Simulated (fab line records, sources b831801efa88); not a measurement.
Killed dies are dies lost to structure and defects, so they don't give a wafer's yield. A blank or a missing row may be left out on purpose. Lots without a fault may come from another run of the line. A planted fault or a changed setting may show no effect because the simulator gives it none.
One fault seen from 2 desks | flow sky130 | each desk has only its own numbers; what lay behind them comes last

THE TOOL OWNER'S DESK: implanter-04
The tool's own readings at SKY_LDD_N_IMPLANT_14: means of the sampled wafers that have a number, for each lot that ran on this tool. A lot is out of limits, marked OUT, if its mean lies more than 4 standard deviations from the usual mean; the brackets give that distance.
Columns: A = dose_ions_cm2 at SKY_LDD_N_IMPLANT_14, usual 5.001e+12; B = faraday_current_uA at SKY_LDD_N_IMPLANT_14, usual 28.1
lot  | first seen here | A                           | B
L757 | day 18 01:49    | 5.006e+12                   | 28.2
L763 | day 20 12:38    | 3.529e+12 (-99 or more) OUT | 19.6 (-16) OUT
L765 | day 21 21:02    | 3.531e+12 (-99 or more) OUT | 19.4 (-16) OUT
L775 | day 24 22:29    | 4.993e+12                   | 28.6
This desk's finding: out of limits on L763, L765; first on L763, day 20 12:38 (dose_ions_cm2 at SKY_LDD_N_IMPLANT_14). In limits: L757, L775.

THE METROLOGY DESK
What the gauges read, lot by lot, whatever tool the lot ran on: means of the sampled wafers that have a number. A lot is out of limits, marked OUT, if its mean lies more than 4 standard deviations from the usual mean; the brackets give that distance.
Columns: A = LDD_N_OVL at SKY_LDD_N_OVL_MEAS_07, usual 0.2 nm
lot  | first seen here | A
L757 | day 18 00:53    | 1.4
L758 | day 18 09:52    | -0.2
L763 | day 20 11:41    | 0.3
L765 | day 21 20:05    | 0.2
L775 | day 24 21:32    | -0.2
L779 | day 25 23:43    | 1.3
This desk's finding: nothing out of limits on any of the 6 lots.

PUT TOGETHER
The tool owner's desk could have raised an alarm at day 20 12:38, on L763, L765.
The metrology desk saw nothing out of limits.
The metrology desk has L763, L765 on record, within its limits.
Of the lots named, all ran SKY_LDD_N_IMPLANT_14 on implanter-04.

WHAT THE SIMULATOR HAD PUT IN
Process parameter drift: implanter-04, from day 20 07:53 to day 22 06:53, at SKY_LDD_N_IMPLANT_14. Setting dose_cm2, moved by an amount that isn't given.
Lots struck among those shown: L763, L765.
Hours from the fault's start to each desk's first reading out of limits: the tool owner's desk, 5.
